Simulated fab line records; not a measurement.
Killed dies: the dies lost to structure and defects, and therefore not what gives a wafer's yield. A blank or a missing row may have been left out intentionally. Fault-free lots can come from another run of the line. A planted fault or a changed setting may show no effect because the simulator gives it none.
Which tool is to blame? || flow gf180mcu || 11 lots, 31 wafers sampled, at 6 steps of a route of 602

WHAT THE GAUGES SHOWED, per wafer
GF_V1_THK_MEAS_03.
{"lot": "L931", "measured": "day 16 21:19", "on": "film-metro-02", "V1_CVD_02_THK (nm)": "856 859 856"}
{"lot": "L932", "measured": "day 17 00:22", "on": "film-metro-04", "V1_CVD_02_THK (nm)": "823 825 836"}
{"lot": "L933", "measured": "day 17 13:59", "on": "film-metro-01", "V1_CVD_02_THK (nm)": "837 835 849"}
{"lot": "L934", "measured": "day 18 03:15", "on": "film-metro-02", "V1_CVD_02_THK (nm)": "837 844 846"}
{"lot": "L938", "measured": "day 19 14:59", "on": "film-metro-04", "V1_CVD_02_THK (nm)": "830 847 845"}
{"lot": "L939", "measured": "day 19 21:43", "on": "film-metro-02", "V1_CVD_02_THK (nm)": "841 841 843"}
{"lot": "L940", "measured": "day 20 05:56", "on": "film-metro-04", "V1_CVD_02_THK (nm)": "832 830 841"}
{"lot": "L941", "measured": "day 20 17:26", "on": "film-metro-04", "V1_CVD_02_THK (nm)": "834 859 859"}
{"lot": "L942", "measured": "day 20 22:24", "on": "film-metro-04", "V1_CVD_02_THK (nm)": "847 850 858"}
{"lot": "L950", "measured": "day 24 08:12", "on": "film-metro-01", "V1_CVD_02_THK (nm)": "838 844"}
{"lot": "L951", "measured": "day 24 15:44", "on": "film-metro-02", "V1_CVD_02_THK (nm)": "863 850"}

GF_V1_CD_MEAS_14 targets a cd of 260 nm.
{"lot": "L931", "measured": "day 17 20:33", "on": "cd-sem-01", "cd-nm (nm)": "259.3 260.0 260.2"}
{"lot": "L932", "measured": "day 17 23:40", "on": "cd-sem-01", "cd-nm (nm)": "259.7 259.1 260.4"}
{"lot": "L933", "measured": "day 18 13:49", "on": "cd-sem-02", "cd-nm (nm)": "260.4 259.3 261.0"}
{"lot": "L934", "measured": "day 19 02:29", "on": "cd-sem-02", "cd-nm (nm)": "259.8 258.8 259.6"}
{"lot": "L938", "measured": "day 20 16:14", "on": "cd-sem-01", "cd-nm (nm)": "259.0 259.8 259.8"}
{"lot": "L939", "measured": "day 20 22:23", "on": "cd-sem-02", "cd-nm (nm)": "258.4 257.5 259.2"}
{"lot": "L940", "measured": "day 21 07:11", "on": "cd-sem-02", "cd-nm (nm)": "258.0 258.1 257.9"}
{"lot": "L941", "measured": "day 21 17:52", "on": "cd-sem-02", "cd-nm (nm)": "258.3 258.5 258.6"}
{"lot": "L942", "measured": "day 21 22:18", "on": "cd-sem-01", "cd-nm (nm)": "261.0 260.3 261.5"}
{"lot": "L950", "measured": "day 25 06:32", "on": "cd-sem-01", "cd-nm (nm)": "262.3 261.4"}
{"lot": "L951", "measured": "day 25 13:34", "on": "cd-sem-02", "cd-nm (nm)": "258.9 260.6"}

GF_V1_RS_MEAS_24: measurement is done with a four-point probe.
{"lot": "L931", "measured": "day 17 21:35", "on": "film-metro-02", "V1_W_RS (ohm/sq)": "0.335 0.327 0.331"}
{"lot": "L932", "measured": "day 18 00:41", "on": "film-metro-04", "V1_W_RS (ohm/sq)": "0.333 0.330 0.325"}
{"lot": "L933", "measured": "day 18 14:50", "on": "film-metro-01", "V1_W_RS (ohm/sq)": "0.325 0.332 0.326"}
{"lot": "L934", "measured": "day 19 03:34", "on": "film-metro-02", "V1_W_RS (ohm/sq)": "0.322 0.324 0.322"}
{"lot": "L938", "measured": "day 20 17:23", "on": "film-metro-02", "V1_W_RS (ohm/sq)": "0.318 0.314 0.315"}
{"lot": "L939", "measured": "day 20 23:32", "on": "film-metro-01", "V1_W_RS (ohm/sq)": "0.322 0.323 0.325"}
{"lot": "L940", "measured": "day 21 08:19", "on": "film-metro-02", "V1_W_RS (ohm/sq)": "0.326 0.329 0.328"}
{"lot": "L941", "measured": "day 21 18:53", "on": "film-metro-02", "V1_W_RS (ohm/sq)": "0.328 0.327 0.331"}
{"lot": "L942", "measured": "day 21 23:22", "on": "film-metro-04", "V1_W_RS (ohm/sq)": "0.320 0.319 0.329"}
{"lot": "L950", "measured": "day 25 07:36", "on": "film-metro-04", "V1_W_RS (ohm/sq)": "0.385 0.331 0.384 0.331"}
{"lot": "L951", "measured": "day 25 14:43", "on": "film-metro-01", "V1_W_RS (ohm/sq)": "0.332 0.381 0.332 0.381"}

GF_V1_THK_MEAS_25: measures by xrf.
{"lot": "L931", "measured": "day 17 21:41", "on": "film-metro-02", "V1_W_THK (nm)": "350 357 355"}
{"lot": "L932", "measured": "day 18 00:48", "on": "film-metro-04", "V1_W_THK (nm)": "345 348 356"}
{"lot": "L933", "measured": "day 18 14:58", "on": "film-metro-01", "V1_W_THK (nm)": "360 350 357"}
{"lot": "L934", "measured": "day 19 03:41", "on": "film-metro-02", "V1_W_THK (nm)": "362 360 364"}
{"lot": "L938", "measured": "day 20 17:31", "on": "film-metro-02", "V1_W_THK (nm)": "369 375 374"}
{"lot": "L939", "measured": "day 20 23:39", "on": "film-metro-01", "V1_W_THK (nm)": "360 359 358"}
{"lot": "L940", "measured": "day 21 08:26", "on": "film-metro-02", "V1_W_THK (nm)": "359 358 360"}
{"lot": "L941", "measured": "day 21 19:00", "on": "film-metro-02", "V1_W_THK (nm)": "357 359 356"}
{"lot": "L942", "measured": "day 21 23:27", "on": "film-metro-04", "V1_W_THK (nm)": "361 360 351"}
{"lot": "L950", "measured": "day 25 16:55", "on": "film-metro-04", "V1_W_THK (nm)": "299 345 298 346"}
{"lot": "L951", "measured": "day 25 19:10", "on": "film-metro-01", "V1_W_THK (nm)": "355 309 353 310"}

WHAT TOOL EACH LOT RAN ON (gives the tool, then ch and the chambers of the sampled wafers, and finally the start)
{"lot": "L931", "GF_V1_SPUTTER_22": "pvd-sputter-03, day 17 21:23", "GF_V1_CVD_23": "cvd-w-02 ch 0,1, day 17 21:28"}
{"lot": "L932", "GF_V1_SPUTTER_22": "pvd-sputter-02, day 18 00:31", "GF_V1_CVD_23": "cvd-w-02 ch 0,1, day 18 00:33"}
{"lot": "L933", "GF_V1_SPUTTER_22": "pvd-sputter-03, day 18 14:41", "GF_V1_CVD_23": "cvd-w-02 ch 0,1, day 18 14:44"}
{"lot": "L934", "GF_V1_SPUTTER_22": "pvd-sputter-01, day 19 03:25", "GF_V1_CVD_23": "cvd-w-01 ch 0,1, day 19 03:27"}
{"lot": "L938", "GF_V1_SPUTTER_22": "pvd-sputter-03, day 20 17:07", "GF_V1_CVD_23": "cvd-w-02 ch 0, day 20 17:10"}
{"lot": "L939", "GF_V1_SPUTTER_22": "pvd-sputter-02, day 20 23:16", "GF_V1_CVD_23": "cvd-w-02 ch 0, day 20 23:18"}
{"lot": "L940", "GF_V1_SPUTTER_22": "pvd-sputter-01, day 21 08:10", "GF_V1_CVD_23": "cvd-w-01 ch 0,1, day 21 08:12"}
{"lot": "L941", "GF_V1_SPUTTER_22": "pvd-sputter-01, day 21 18:43", "GF_V1_CVD_23": "cvd-w-01 ch 0, day 21 18:46"}
{"lot": "L942", "GF_V1_SPUTTER_22": "pvd-sputter-02, day 21 23:09", "GF_V1_CVD_23": "cvd-w-02 ch 0,1, day 21 23:14"}
{"lot": "L950", "GF_V1_SPUTTER_22": "pvd-sputter-03, day 25 07:27", "GF_V1_CVD_23": "cvd-w-02 ch 0,1, day 25 07:29"}
{"lot": "L951", "GF_V1_SPUTTER_22": "pvd-sputter-02, day 25 14:30", "GF_V1_CVD_23": "cvd-w-02 ch 0,1, day 25 14:36"}
- GF_V1_SPUTTER_22: material TiN, target thk 10 nm, time 40 s.
- GF_V1_CVD_23: deposits W, target thk 350 nm, time 105.05 s.

WHAT THE TOOLS THEMSELVES READ (means of the sampled wafers that have a number; where no wafer has one, the mark that the record gives instead)
GF_V1_SPUTTER_22.
{"lot": "L931", "tool": "pvd-sputter-03", "throttle-valve-pct (%)": 31.3}
{"lot": "L932", "tool": "pvd-sputter-02", "throttle-valve-pct (%)": 28.8}
{"lot": "L933", "tool": "pvd-sputter-03", "throttle-valve-pct (%)": 30.8}
{"lot": "L934", "tool": "pvd-sputter-01", "throttle-valve-pct (%)": 32.1}
{"lot": "L938", "tool": "pvd-sputter-03", "throttle-valve-pct (%)": 30.4}
{"lot": "L939", "tool": "pvd-sputter-02", "throttle-valve-pct (%)": 29.4}
{"lot": "L940", "tool": "pvd-sputter-01", "throttle-valve-pct (%)": 31.4}
{"lot": "L941", "tool": "pvd-sputter-01", "throttle-valve-pct (%)": 31.6}
{"lot": "L942", "tool": "pvd-sputter-02", "throttle-valve-pct (%)": 29.3}
{"lot": "L950", "tool": "pvd-sputter-03", "throttle-valve-pct (%)": 31.1}
{"lot": "L951", "tool": "pvd-sputter-02", "throttle-valve-pct (%)": 29.8}

GF_V1_CVD_23.
{"lot": "L931", "tool": "cvd-w-02", "chamber-pressure-Torr (Torr)": 40.01, "heater-power-w (W)": 868}
{"lot": "L932", "tool": "cvd-w-02", "chamber-pressure-Torr (Torr)": 39.94, "heater-power-w (W)": 861}
{"lot": "L933", "tool": "cvd-w-02", "chamber-pressure-Torr (Torr)": 39.98, "heater-power-w (W)": 850}
{"lot": "L934", "tool": "cvd-w-01", "chamber-pressure-Torr (Torr)": 39.99, "heater-power-w (W)": 874}
{"lot": "L938", "tool": "cvd-w-02", "chamber-pressure-Torr (Torr)": 39.98, "heater-power-w (W)": 811}
{"lot": "L939", "tool": "cvd-w-02", "chamber-pressure-Torr (Torr)": 39.90, "heater-power-w (W)": 797}
{"lot": "L940", "tool": "cvd-w-01", "chamber-pressure-Torr (Torr)": 40.07, "heater-power-w (W)": 876}
{"lot": "L941", "tool": "cvd-w-01", "chamber-pressure-Torr (Torr)": 40.12, "heater-power-w (W)": 762}
{"lot": "L942", "tool": "cvd-w-02", "chamber-pressure-Torr (Torr)": 40.01, "heater-power-w (W)": 849}
{"lot": "L950", "tool": "cvd-w-02", "chamber-pressure-Torr (Torr)": 39.98, "heater-power-w (W)": 852}
{"lot": "L951", "tool": "cvd-w-02", "chamber-pressure-Torr (Torr)": 39.88, "heater-power-w (W)": 858}

THE ANSWER, worked out from the rows above alone
Rule: what is usual is taken from the lots themselves. The widest of any qualifying gaps counts: lots, ordered by their means at a reading, are off when they make up no more than a third of the lots, leave a main group of 4 or more, and stand apart from it by 3 or more times the standard deviation of that group's means. A main group is skipped when, at the precision printed for the reading in the tables above, its means are all equal. A lot without any number at a reading at which 4 lots or more have one is off too. The other lots that the step has rows for count as sound. First the gauges in route order, then the tools' own readings, where a lot's mean is used as printed above. At the first step where some lot is off, the reading lying furthest off is the one used; lots without a number count as furthest.
Off: at GF_V1_RS_MEAS_24 (V1_W_RS), L950, L951. Main group: mean 0.325 ohm/sq, sd 0.0045.
A tool fits if, at a process step before that reading, it ran every lot that is off, and no sound lot after the first of them. Those tools and the gauges at GF_V1_RS_MEAS_24 are tried in the same way. One fits: GF_V1_CVD_23 on cvd-w-02. A fault onset in the window from L942 (day 21 23:14, its last sound lot) to L950 (day 25 07:29, its first lot off) fits.

WHAT HAD BEEN PUT IN BY THE SIMULATOR
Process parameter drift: cvd-w-02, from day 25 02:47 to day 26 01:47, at GF_V1_CVD_23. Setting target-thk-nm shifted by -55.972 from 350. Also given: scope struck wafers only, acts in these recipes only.
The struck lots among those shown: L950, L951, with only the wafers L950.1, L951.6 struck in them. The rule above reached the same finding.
